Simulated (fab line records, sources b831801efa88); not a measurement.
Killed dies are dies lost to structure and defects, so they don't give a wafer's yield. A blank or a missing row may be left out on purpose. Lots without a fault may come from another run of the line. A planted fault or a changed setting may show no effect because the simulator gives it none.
fab line records | flow gf180mcu
record lots=12 wafers=36 last_day=34
route steps=602 shown STI@26 VT_IMPLANT@130 HV_LDD@190 V1@351
lots that met no fault: from a run of the same line without faults
start_h: hours from the record's first day to the start of the lot's first wafer shown | wait_h: hours since the lot's step before | " the same as in the row above | L1.1+2: a row that stands for several wafers | - no value, or no start given | * or withheld: withheld | < > ~ a bound
route shown NAME@n: a module of which the file shows steps, and the number in the route of the first | usual: mean/standard deviation of fault-free wafers | same: alike in all rows | chamber/n: place in a boat | sites: the reading at each site | _std_site: their standard deviation | _edge_site: outer sites' mean less inner sites' | radius_mm: how far each site lies from the wafer's centre | mask NAME#n: copy n | behind: the tool/chamber that last shaped the wafer | hold: why the lot was held/for how many hours/how that ended | device: the transistor (n, p or np) that didn't switch | end of line: the same wafers' tests at the end of the route | a step without rows: its recipe alone | killed: dies lost to structure and defects at the first sort, not the wafer's yield | map: a wafer's dies, x killed, . not, _ none there
set.NAME: the setting as run; set.NAME@STEP: as run at that earlier step | model.NAME: the simulator's own value behind a step, which no gauge read
steps of the route over a sample of lots; a table a step, a row a wafer
services: from which hour (start_h, from the record's first day; less than 0 if before it) a tool's chamber was out of use, for how many hours, and why
## steps
# step GF_STI_CMP_25
# recipe stop_on=Si3N4 t_overpolish_s=33 down_force_psi=4 platen_rpm=60 target_thk_nm=524.6 pad_velocity_m_s=0.94248
# usual motor_current_A=12.0/1.6 overpolish_run_s=33.000/0.0089 time_to_endpoint_s=123/4.3
# same t_overpolish_s=33
# columns lot.wafer tool chamber start_h wait_h motor_current_A overpolish_run_s time_to_endpoint_s
L852.4 cmp-01 1 26.92 0.1 12.6 33.003 123
L852.2 " 2 " " 11.5 33.000 122
L852.6 " 3 " " 12.7 32.997 128
L855.2 cmp-02 1 42.88 0.1 15.4 32.990 127
L855.1 " 3 " " 13.6 33.000 132
L855.3 " 0 " " 9.7 33.005 131
L856.3 cmp-01 2 48.12 0.0 11.8 33.018 124
L856.2 " 3 " " 12.5 32.997 128
L856.1 " 1 " " 13.7 32.990 128
L858.1 cmp-01 1 57.73 0.1 12.9 32.991 127
L858.6 " 1 " " 12.6 33.000 123
L858.5 " 2 " " 12.3 32.989 118
L859.2 cmp-01 2 63.61 0.1 11.5 33.005 114
L859.1 " 3 " " 12.9 33.015 116
L859.6 " 0 " " 10.8 33.000 122
L861.1 cmp-01 2 73.74 0.2 11.8 32.995 117
L861.6 " 1 " " 12.5 33.010 122
L861.5 " 2 " " 12.0 32.997 119
L863.4 cmp-02 1 85.85 0.1 14.5 33.001 121
L863.1 " 3 " " 13.7 32.988 119
L863.6 " 2 " " 11.5 32.997 122
L867.3 cmp-01 3 104.95 0.0 12.9 33.015 125
L867.1 " 2 " " 11.4 32.993 116
L867.5 " 3 " " 13.6 33.000 124
L868.1 cmp-02 0 110.66 0.1 9.4 32.998 121
L868.3 " 1 " " 14.9 32.981 120
L868.6 " 1 " " 14.8 33.005 123
L872.4 cmp-02 0 131.07 0.1 9.7 32.993 123
L872.2 " 1 " " 14.3 32.995 121
L872.6 " 1 " " 14.5 33.000 118
L873.1 cmp-01 0 135.70 0.1 10.4 33.005 124
L873.3 " 3 " " 12.8 32.991 126
L873.5 " 1 " " 12.4 33.001 122
L875.1 cmp-01 3 148.51 0.3 13.1 33.006 127
L875.3 " 1 " " 12.4 33.012 128
L875.5 " 0 " " 9.8 32.982 128
# step GF_VT_IMPLANT_OVL_MEAS_40
# usual VT_IMPLANT_03_OVL=-0.9/1.4
# columns lot.wafer tool chamber start_h wait_h VT_IMPLANT_03_OVL[nm]
L852.2 overlay-01 - 155.13 0.1 -2.5
L852.4 " - " " -0.2
L852.6 " - " " 0.7
L855.1 overlay-01 - 175.90 0.1 0.3
L855.2 " - " " -0.1
L855.3 " - " " 0.1
L856.1 overlay-02 - 181.35 0.1 -1.1
L856.2 " - " " -0.9
L856.3 " - " " -2.7
L858.1 overlay-02 - 196.10 0.1 -2.4
L858.5 " - " " -1.2
L858.6 " - " " -1.2
L859.1 overlay-01 - 204.41 0.1 -0.5
L859.2 " - " " -0.6
L859.6 " - " " -1.1
L861.1 overlay-01 - 215.76 0.1 0.5
L861.5 " - " " -2.9
L861.6 " - " " -0.8
L863.1 overlay-02 - 230.36 0.1 -2.1
L863.4 " - " " 0.8
L863.6 " - " " -2.2
L867.1 overlay-01 - 259.77 0.1 -1.3
L867.3 " - " " -1.4
L867.5 " - " " -1.0
L868.1 overlay-01 - 264.21 0.1 0.1
L868.3 " - " " 0.2
L868.6 " - " " 1.5
L872.2 overlay-02 - 292.71 0.1 -1.6
L872.4 " - " " -0.7
L872.6 " - " " -0.5
L873.1 overlay-01 - 299.36 0.1 -0.7
L873.3 " - " " 0.4
L873.5 " - " " -1.4
L875.1 overlay-02 - 315.66 0.1 0.7
L875.3 " - " " 2.0
L875.5 " - " " -0.6
# step GF_HV_LDD_COAT_14
# recipe resist=NOVOLAK spin_rpm=3000 resist_thk_nm=1000
# usual spin_speed_rpm=2999.7/1.9
# columns lot.wafer tool chamber start_h wait_h spin_speed_rpm
L852.2 litho_track-04 0 220.98 0.1 3000.4
L852.4 " 0 " " 2998.4
L852.6 " 0 " " 3000.2
L855.1 litho_track-04 0 245.25 0.1 3004.4
L855.2 " 0 " " 3002.4
L855.3 " 0 " " 3000.1
L856.1 litho_track-03 0 252.72 0.1 2999.6
L856.2 " 0 " " 3000.9
L856.3 " 0 " " 3005.0
L858.1 litho_track-02 0 270.95 0.1 3002.6
L858.5 " 0 " " 3000.5
L858.6 " 0 " " 2998.1
L859.1 litho_track-04 0 277.20 0.1 2999.9
L859.2 " 0 " " 2996.8
L859.6 " 0 " " 2997.8
L861.1 litho_track-04 0 290.55 0.1 3001.1
L861.5 " 0 " " 3002.8
L861.6 " 0 " " 3002.8
L863.1 litho_track-02 0 306.35 0.1 2999.7
L863.4 " 0 " " 2998.5
L863.6 " 0 " " 2997.5
L867.1 litho_track-04 0 340.40 0.1 3194.1
L867.3 " 0 " " 3197.6
L867.5 " 0 " " 3193.7
L868.1 litho_track-04 0 345.80 0.1 3197.3
L868.3 " 0 " " 3196.2
L868.6 " 0 " " 3195.7
L872.2 litho_track-02 0 376.92 0.1 2998.3
L872.4 " 0 " " 3000.7
L872.6 " 0 " " 2995.7
L873.1 litho_track-02 0 382.39 0.1 2997.2
L873.3 " 0 " " 3002.4
L873.5 " 0 " " 2997.7
L875.1 litho_track-03 0 399.82 0.1 2999.6
L875.3 " 0 " " 2998.6
L875.5 " 0 " " 2998.8
# step GF_HV_LDD_STRIP_22
# recipe chemistry=O2/N2 power_w=1400 pressure_mtorr=1500 platen_temp_c=250 o2_flow_sccm=3000 n2_flow_sccm=300 overash_fraction=0.5
# usual drypump_motor_current_A=5.8/0.39 heater_power_w=328/30 oes_product_au=0.716/0.0049 strip_time_to_endpoint_s=12.64/0.038
# columns lot.wafer tool chamber start_h wait_h drypump_motor_current_A heater_power_w oes_product_au rf_hours_counter_h strip_time_to_endpoint_s
L852.2 plasma_asher-04 1 230.25 0.1 6.4 318 0.709 60 12.64
L852.4 " 1 " " 6.4 318 0.716 - 12.65
L852.6 " 0 " " 5.1 326 0.713 - 12.64
L855.1 plasma_asher-04 0 255.57 0.1 5.1 326 0.706 63 12.67
L855.2 " 1 " " 6.4 307 0.715 63 12.69
L855.3 " 0 " " 5.1 319 0.714 - 12.70
L856.1 plasma_asher-01 0 262.15 0.1 5.5 380 0.726 44 12.64
L856.2 " 1 " " 5.7 314 0.711 44 12.61
L856.3 " 1 " " 5.7 314 0.716 - 12.64
L858.1 plasma_asher-01 1 281.17 0.1 5.7 310 0.717 46 12.66
L858.5 " 1 " " 5.7 316 0.713 - 12.61
L858.6 " 0 " " 5.5 380 0.709 - 12.66
L859.1 plasma_asher-01 1 287.55 0.1 5.7 317 0.713 47 12.68
L859.2 " 0 " " 5.5 377 0.715 47 12.68
L859.6 " 0 " " 5.5 367 0.719 - 12.68
L861.1 plasma_asher-01 1 301.01 0.1 5.7 307 0.712 49 12.72
L861.5 " 0 " " 5.5 380 0.714 - 12.70
L861.6 " 1 " " 5.7 309 0.714 - 12.69
L863.1 plasma_asher-01 0 317.32 0.1 5.5 370 0.713 52 12.58
L863.4 " 1 " " 5.7 309 0.716 - 12.61
L863.6 " 0 " " 5.5 381 0.716 - 12.59
L867.1 plasma_asher-02 0 351.32 0.1 6.0 288 0.715 72 12.30
L867.3 " 1 " " 5.9 343 0.714 - 12.28
L867.5 " 0 " " 6.0 279 0.713 - 12.32
L868.1 plasma_asher-02 0 357.35 0.1 6.0 287 0.717 72 12.27
L868.3 " 1 " " 5.9 340 0.722 - 12.29
L868.6 " 0 " " 6.0 275 0.718 - 12.29
L872.2 plasma_asher-02 1 388.82 0.1 5.9 348 0.714 76 12.60
L872.4 " 1 " " 5.9 342 0.717 - 12.59
L872.6 " 1 " " 6.0 348 0.712 - 12.61
L873.1 plasma_asher-04 0 394.62 0.1 5.1 331 0.709 70 12.63
L873.3 " 0 " " 5.1 331 0.713 - 12.66
L873.5 " 0 " " 5.1 328 0.717 - 12.64
L875.1 plasma_asher-02 0 412.27 0.1 6.0 286 0.716 78 12.62
L875.3 " 0 " " 6.0 283 0.715 - 12.58
L875.5 " 1 " " 6.0 349 0.711 - 12.57
# step GF_V1_ETCH_16
# recipe chemistry=N2/H2 target_depth_a=withheld overetch_a=withheld time_s=withheld target=BARC ion_energy_ev=200 source_w=500 bias_w=100 pressure_mtorr=30 n2_flow_sccm=100 h2_flow_sccm=200
# usual drypump_motor_current_A=5.9/0.69 oes_product_au=0.856/0.0047 throttle_valve_pct=13.225/0.01
# columns lot.wafer tool chamber start_h wait_h drypump_motor_current_A oes_product_au throttle_valve_pct
L852.2 rie_diel-02 0 405.62 0.0 5.7 0.853 13.217
L852.4 " 1 " " 4.7 0.857 13.217
L852.6 " 2 " " 5.0 0.862 13.220
L855.1 rie_diel-02 2 439.08 0.0 5.1 0.860 13.221
L855.2 " 0 " " 5.7 0.858 13.231
L855.3 " 1 " " 4.7 0.852 13.240
L856.1 rie_diel-03 1 446.24 0.0 6.7 0.855 13.209
L856.2 " 2 " " 6.7 0.857 13.228
L856.3 " 0 " " 6.7 0.853 13.240
L858.1 rie_diel-02 1 469.10 0.0 4.7 0.866 13.216
L858.5 " 1 " " 4.8 0.867 13.238
L858.6 " 2 " " 5.1 0.854 13.211
L859.1 rie_diel-02 2 475.70 0.0 5.0 0.859 13.229
L859.2 " 0 " " 5.7 0.854 13.221
L859.6 " 0 " " 5.7 0.852 13.231
L861.1 rie_diel-03 2 493.67 0.0 6.7 0.863 13.224
L861.5 " 0 " " 6.6 0.852 13.232
L861.6 " 1 " " 6.7 0.854 13.223
L863.1 rie_diel-02 1 511.82 0.0 4.7 0.848 13.237
L863.4 " 0 " " 5.7 0.858 13.210
L863.6 " 0 " " 5.7 0.855 13.218
L867.1 rie_diel-04 2 547.20 0.0 6.0 0.853 13.230
L867.3 " 0 " " 5.3 0.856 13.200
L867.5 " 0 " " 5.2 0.858 13.229
L868.1 rie_diel-03 3 552.66 0.0 6.5 0.855 13.223
L868.3 " 0 " " 6.6 0.858 13.232
L868.6 " 2 " " 6.7 0.854 13.230
L872.2 rie_diel-02 1 584.81 0.0 4.7 0.866 13.226
L872.4 " 1 " " 4.7 0.864 13.220
L872.6 " 2 " " 5.0 0.857 13.229
L873.1 rie_diel-04 3 589.90 0.0 5.5 0.851 13.229
L873.3 " 2 " " 6.0 0.855 13.221
L873.5 " 0 " " 5.3 0.848 13.228
L875.1 rie_diel-04 2 606.51 0.0 6.0 0.851 13.223
L875.3 " 3 " " 5.5 0.859 13.247
L875.5 " 1 " " 6.2 0.857 13.234
## services
# columns tool chamber start_h hours kind
rie_diel-02 1 20.64 14.8 repair
cmp-01 - 21.25 4.7 pm
cmp-01 - 46.97 0.5 repair
cmp-01 - 74.92 4.4 repair
cmp-01 - 116.18 3.0 repair
rie_diel-02 3 150.09 1.6 repair
plasma_asher-01 - 161.23 8.3 repair
plasma_asher-01 - 167.31 2.9 repair
rie_diel-02 1 216.66 5.8 repair
cmp-01 - 232.00 4.0 pm
cmp-01 - 252.09 0.3 repair
rie_diel-02 - 265.04 4.3 pm
cmp-01 - 291.44 2.2 repair
rie_diel-02 0 334.50 2.8 repair
cmp-01 - 390.25 3.4 pm
rie_diel-02 3 399.95 1.3 repair
rie_diel-02 - 531.02 28.1 pm
cmp-01 - 532.75 1.4 repair
cmp-01 - 534.11 6.3 pm
cmp-01 - 541.61 2.0 repair
rie_diel-02 1 563.09 4.5 repair
cmp-01 - 572.00 4.0 pm
rie_diel-02 3 584.20 4.9 repair
rie_diel-02 - 595.03 2.8 pm
## key
first_sign step=GF_HV_LDD_COAT_14 reading=spin_speed_rpm direction=up sigmas=99+ usual=* struck=*
effect step=GF_HV_LDD_STRIP_22 reading=strip_time_to_endpoint_s direction=down sigmas=9.2 usual=* struck=*
met_at GF_HV_LDD_COAT_14
struck_lots L867,L868
tester_left_out L867,L868
not_acting_at GF_STI_CMP_25,GF_VT_IMPLANT_OVL_MEAS_40,GF_V1_ETCH_16
onset_between 290.55 340.40
fault kind=process_parameter_drift tool=litho_track-04 chamber=- onset_h=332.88 steps=GF_HV_LDD_COAT_14 channel=spin_rpm offset=* shape=step end_h=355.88 acts_in=* stated=*
# tester_left_out: of these lots the tester's yield and bins aren't shown, on N5 and GAA mostly nor the transistor test; their killed dies are dies lost to structure and defects alone, not to doping, threshold or leakage, so they don't give the yield
